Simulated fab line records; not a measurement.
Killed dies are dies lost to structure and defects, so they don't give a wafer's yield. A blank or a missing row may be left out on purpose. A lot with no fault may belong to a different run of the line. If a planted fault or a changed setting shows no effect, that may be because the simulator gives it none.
Which tool was responsible? || flow gf180mcu || 13 lots, 39 wafers sampled, at 4 steps of a route of 602

## WHAT THE GAUGES READ, wafer by wafer
GF_HV_LDD_OVL_MEAS_32. Usual: for HV_LDD_02_OVL the level is 0.1 nm and the standard deviation is 1.4.
{"lot": "L944", "measured": "day 11 11:26", "on": "overlay-02", "HV_LDD_02_OVL (nm)": "2.2 2.2 1.0", "flag": ""}
{"lot": "L945", "measured": "day 11 18:23", "on": "overlay-01", "HV_LDD_02_OVL (nm)": "0.0 -0.7 -0.7", "flag": ""}
{"lot": "L946", "measured": "day 12 05:17", "on": "overlay-01", "HV_LDD_02_OVL (nm)": "0.4 -0.4 -0.7", "flag": ""}
{"lot": "L947", "measured": "day 12 18:05", "on": "overlay-01", "HV_LDD_02_OVL (nm)": "1.0 -0.5 2.6", "flag": ""}
{"lot": "L948", "measured": "day 13 01:11", "on": "overlay-02", "HV_LDD_02_OVL (nm)": "2.0 1.9 0.4", "flag": ""}
{"lot": "L950", "measured": "day 13 12:50", "on": "overlay-02", "HV_LDD_02_OVL (nm)": "0.5 -0.5 1.2", "flag": ""}
{"lot": "L951", "measured": "day 13 20:14", "on": "overlay-01", "HV_LDD_02_OVL (nm)": "-0.6 -0.1 0.8", "flag": ""}
{"lot": "L952", "measured": "day 14 05:53", "on": "overlay-01", "HV_LDD_02_OVL (nm)": "0.1 0.0 0.7", "flag": ""}
{"lot": "L960", "measured": "day 16 23:42", "on": "overlay-02", "HV_LDD_02_OVL (nm)": "-2.4 -2.1 -2.1", "flag": ""}
{"lot": "L961", "measured": "day 17 00:57", "on": "overlay-01", "HV_LDD_02_OVL (nm)": "-1.0 2.6 3.0", "flag": ""}
{"lot": "L962", "measured": "day 17 10:52", "on": "overlay-02", "HV_LDD_02_OVL (nm)": "0.0 0.4 -1.0", "flag": ""}
{"lot": "L964", "measured": "day 18 06:59", "on": "overlay-02", "HV_LDD_02_OVL (nm)": "0.9 1.3 0.7", "flag": ""}
{"lot": "L966", "measured": "day 18 20:35", "on": "overlay-01", "HV_LDD_02_OVL (nm)": "-0.7 0.9 1.2", "flag": ""}

GF_SAB_THK_MEAS_01. Usual: for SAB_CVD_00_THK the level is 49.7 nm and the standard deviation is 0.87.
{"lot": "L944", "measured": "day 14 03:33", "on": "film_metro-04", "SAB_CVD_00_THK (nm)": "50.3 50.0 49.5", "flag": ""}
{"lot": "L945", "measured": "day 14 10:38", "on": "film_metro-04", "SAB_CVD_00_THK (nm)": "50.7 49.9 51.4", "flag": ""}
{"lot": "L946", "measured": "day 14 23:28", "on": "film_metro-03", "SAB_CVD_00_THK (nm)": "48.7 48.9 50.5", "flag": ""}
{"lot": "L947", "measured": "day 15 12:05", "on": "film_metro-02", "SAB_CVD_00_THK (nm)": "49.3 50.5 50.7", "flag": ""}
{"lot": "L948", "measured": "day 15 20:44", "on": "film_metro-04", "SAB_CVD_00_THK (nm)": "48.2 49.4 48.7", "flag": ""}
{"lot": "L950", "measured": "day 16 10:20", "on": "film_metro-04", "SAB_CVD_00_THK (nm)": "48.9 50.2 49.9", "flag": ""}
{"lot": "L951", "measured": "day 16 18:38", "on": "film_metro-04", "SAB_CVD_00_THK (nm)": "48.2 49.8 49.3", "flag": ""}
{"lot": "L952", "measured": "day 17 04:29", "on": "film_metro-02", "SAB_CVD_00_THK (nm)": "49.8 50.9 50.8", "flag": ""}
{"lot": "L960", "measured": "day 20 04:14", "on": "film_metro-02", "SAB_CVD_00_THK (nm)": "49.1 50.6 46.6", "flag": ""}
{"lot": "L961", "measured": "day 20 05:38", "on": "film_metro-04", "SAB_CVD_00_THK (nm)": "49.1 49.5 49.4", "flag": ""}
{"lot": "L962", "measured": "day 20 15:02", "on": "film_metro-04", "SAB_CVD_00_THK (nm)": "46.6 48.9 52.1", "flag": ""}
{"lot": "L964", "measured": "day 21 11:17", "on": "film_metro-02", "SAB_CVD_00_THK (nm)": "49.0 49.5 49.4", "flag": ""}
{"lot": "L966", "measured": "day 22 00:59", "on": "film_metro-04", "SAB_CVD_00_THK (nm)": "50.5 50.8 50.5", "flag": ""}

GF_V3_OVL_MEAS_15. Usual: for V3_OVL the level is -2 nm and the standard deviation is 5.1.
{"lot": "L944", "measured": "day 22 07:32", "on": "overlay-01", "V3_OVL (nm)": "-6 -5 -12", "flag": ""}
{"lot": "L945", "measured": "day 22 13:38", "on": "overlay-01", "V3_OVL (nm)": "7 2 -5", "flag": ""}
{"lot": "L946", "measured": "day 23 03:25", "on": "overlay-02", "V3_OVL (nm)": "-1 -6 -11", "flag": ""}
{"lot": "L947", "measured": "day 23 18:22", "on": "overlay-01", "V3_OVL (nm)": "3 -11 -4", "flag": ""}
{"lot": "L948", "measured": "day 24 01:41", "on": "overlay-02", "V3_OVL (nm)": "4 6 4", "flag": ""}
{"lot": "L950", "measured": "day 24 14:44", "on": "overlay-02", "V3_OVL (nm)": "-8 -13 -5", "flag": ""}
{"lot": "L951", "measured": "day 24 21:36", "on": "overlay-02", "V3_OVL (nm)": "-1 -3 3", "flag": ""}
{"lot": "L952", "measured": "day 25 08:32", "on": "overlay-02", "V3_OVL (nm)": "-10 -1 -12", "flag": ""}
{"lot": "L960", "measured": "day 27 22:35", "on": "overlay-01", "V3_OVL (nm)": "-2 3 7", "flag": ""}
{"lot": "L961", "measured": "day 27 22:57", "on": "overlay-02", "V3_OVL (nm)": "-12 -4 -9", "flag": ""}
{"lot": "L962", "measured": "day 28 07:29", "on": "overlay-02", "V3_OVL (nm)": "5 -7 -5", "flag": ""}
{"lot": "L964", "measured": "day 29 01:15", "on": "overlay-01", "V3_OVL (nm)": "-2 4 -3", "flag": ""}
{"lot": "L966", "measured": "day 29 11:07", "on": "overlay-01", "V3_OVL (nm)": "-4 -3 -3", "flag": ""}

## WHAT TOOL EACH LOT RAN ON (gives the tool, then ch and the chambers of the sampled wafers, and finally the start)
{"lot": "L944", "GF_SAB_CVD_00": "pecvd-03 ch 0,1,2, day 14 03:31"}
{"lot": "L945", "GF_SAB_CVD_00": "pecvd-03 ch 0,1, day 14 10:36"}
{"lot": "L946", "GF_SAB_CVD_00": "pecvd-03 ch 0,1, day 14 23:26"}
{"lot": "L947", "GF_SAB_CVD_00": "pecvd-03 ch 0,1,2, day 15 12:04"}
{"lot": "L948", "GF_SAB_CVD_00": "pecvd-02 ch 0,1, day 15 20:44"}
{"lot": "L950", "GF_SAB_CVD_00": "pecvd-03 ch 0,1, day 16 10:18"}
{"lot": "L951", "GF_SAB_CVD_00": "pecvd-02 ch 0,1, day 16 18:34"}
{"lot": "L952", "GF_SAB_CVD_00": "pecvd-03 ch 0,1, day 17 04:27"}
{"lot": "L960", "GF_SAB_CVD_00": "pecvd-03 ch 1,2, day 20 04:13"}
{"lot": "L961", "GF_SAB_CVD_00": "pecvd-01 ch 1,2, day 20 05:36"}
{"lot": "L962", "GF_SAB_CVD_00": "pecvd-03 ch 1,2, day 20 15:00"}
{"lot": "L964", "GF_SAB_CVD_00": "pecvd-02 ch 1,2, day 21 11:15"}
{"lot": "L966", "GF_SAB_CVD_00": "pecvd-01 ch 0,1,2, day 22 00:58"}
- GF_SAB_CVD_00: deposits SiO2 from TEOS, target thk 50 nm, time 4.9302 s.

## WHAT THE TOOLS THEMSELVES READ (means of the sampled wafers that have a number; where no wafer has one, the mark that the record gives instead)
GF_SAB_CVD_00. Usual: heater_power_w 611 W, standard deviation 75; rf_fwd_power_W 586.2 W, standard deviation 2.4.
{"lot": "L944", "tool": "pecvd-03", "heater_power_w (W)": 562, "rf_fwd_power_W (W)": 587.5, "flag": ""}
{"lot": "L945", "tool": "pecvd-03", "heater_power_w (W)": 561, "rf_fwd_power_W (W)": 585.0, "flag": ""}
{"lot": "L946", "tool": "pecvd-03", "heater_power_w (W)": 620, "rf_fwd_power_W (W)": 584.9, "flag": ""}
{"lot": "L947", "tool": "pecvd-03", "heater_power_w (W)": 559, "rf_fwd_power_W (W)": 584.9, "flag": ""}
{"lot": "L948", "tool": "pecvd-02", "heater_power_w (W)": 654, "rf_fwd_power_W (W)": 590.8, "flag": ""}
{"lot": "L950", "tool": "pecvd-03", "heater_power_w (W)": 597, "rf_fwd_power_W (W)": 586.9, "flag": ""}
{"lot": "L951", "tool": "pecvd-02", "heater_power_w (W)": 606, "rf_fwd_power_W (W)": 587.3, "flag": ""}
{"lot": "L952", "tool": "pecvd-03", "heater_power_w (W)": 600, "rf_fwd_power_W (W)": 586.4, "flag": ""}
{"lot": "L960", "tool": "pecvd-03", "heater_power_w (W)": 590, "rf_fwd_power_W (W)": 586.1, "flag": ""}
{"lot": "L961", "tool": "pecvd-01", "heater_power_w (W)": 538, "rf_fwd_power_W (W)": 586.1, "flag": ""}
{"lot": "L962", "tool": "pecvd-03", "heater_power_w (W)": 565, "rf_fwd_power_W (W)": 587.4, "flag": ""}
{"lot": "L964", "tool": "pecvd-02", "heater_power_w (W)": 678, "rf_fwd_power_W (W)": 585.4, "flag": ""}
{"lot": "L966", "tool": "pecvd-01", "heater_power_w (W)": 614, "rf_fwd_power_W (W)": 585.4, "flag": ""}

## THE ANSWER, worked out from the rows above alone
Rule: a lot counts as off when the mean over its wafers that have a number is more than 3 standard deviations away from the usual mean. A lot without any number at a reading at which 4 lots or more have one is off too. The other lots that the step has rows for count as sound. First the gauges in route order, then the tools' own readings, where a lot's mean is used as printed above. The first step at which some lot is off is used, and at that step the reading that is off furthest; a lot without a number counts as furthest.
Across all readings shown, no lot is off: no conclusion can be drawn from this.

## WHAT THE SIMULATOR HAD INSERTED
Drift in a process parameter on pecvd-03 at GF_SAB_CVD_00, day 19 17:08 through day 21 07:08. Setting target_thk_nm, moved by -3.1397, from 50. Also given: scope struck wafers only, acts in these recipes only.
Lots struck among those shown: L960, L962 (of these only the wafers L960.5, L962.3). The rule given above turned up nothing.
